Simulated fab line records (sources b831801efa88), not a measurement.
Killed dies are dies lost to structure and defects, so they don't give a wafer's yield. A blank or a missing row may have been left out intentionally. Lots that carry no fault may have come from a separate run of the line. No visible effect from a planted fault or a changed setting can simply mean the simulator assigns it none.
Which tool is to blame? -- flow sky130 -- Sampling: 12 lots, 36 wafers, 2 of 708 route steps

WHAT THE GAUGES READ, wafer by wafer
SKY_VIA1_THK_MEAS_23: measures by xrf.
lot,measured,on,VIA1_W_THK (nm)
L075,day 34 03:59,film_metro-02,269 267 267
L077,day 34 21:54,film_metro-02,267 267 267
L079,day 35 07:22,film_metro-03,272 276 274
L081,day 36 07:59,film_metro-03,271 274 271
L083,day 36 22:28,film_metro-02,268 271 267
L085,day 37 14:01,film_metro-02,268 270 269
L087,day 38 12:13,film_metro-03,273 275 273
L088,day 38 18:46,film_metro-01,271 272 276
L092,day 39 14:20,film_metro-02,267 263 270
L093,day 39 20:37,film_metro-03,269 268 267
L095,day 40 12:26,film_metro-03,267 266 268
L097,day 40 22:11,film_metro-01,276 279 279

WHAT TOOL EACH LOT RAN ON (gives the tool, then ch and the chambers of the sampled wafers, and finally the start)
lot,SKY_VIA1_CMP_02
L075,"cmp-01 ch 1,2,3, day 33 00:05"
L077,"cmp-02 ch 0,2,3, day 33 17:49"
L079,"cmp-02 ch 0,1,3, day 34 03:29"
L081,"cmp-01 ch 1,2,3, day 35 04:02"
L083,"cmp-01 ch 0,2,3, day 35 18:57"
L085,"cmp-02 ch 0,3, day 36 10:23"
L087,"cmp-01 ch 0,1,3, day 37 08:59"
L088,"cmp-02 ch 0,2,3, day 37 15:11"
L092,"cmp-02 ch 1,2,3, day 38 11:20"
L093,"cmp-01 ch 0,1, day 38 18:10"
L095,"cmp-02 ch 0,1,3, day 39 11:01"
L097,"cmp-02 ch 0,1, day 39 20:52"
- SKY_VIA1_CMP_02: polishes SiO2.

THE ANSWER, worked out from the rows above alone
Rule: what is usual is taken from the lots themselves. Put in order of their means at a reading, lots are off if they are a third of the lots or fewer, leave a main group of 4 or more, and stand apart from it by a gap of 3 or more times the standard deviation of the main group's means; of several such gaps the widest counts. A main group is skipped when, at the precision printed for the reading in the tables above, its means are all equal. A lot without any number at a reading at which 4 lots or more have one is off too. Where the step has rows for the other lots, those lots are counted as sound.
None of the lots is off at any reading shown; this tells nothing.

WHAT HAD BEEN PUT IN BY THE SIMULATOR
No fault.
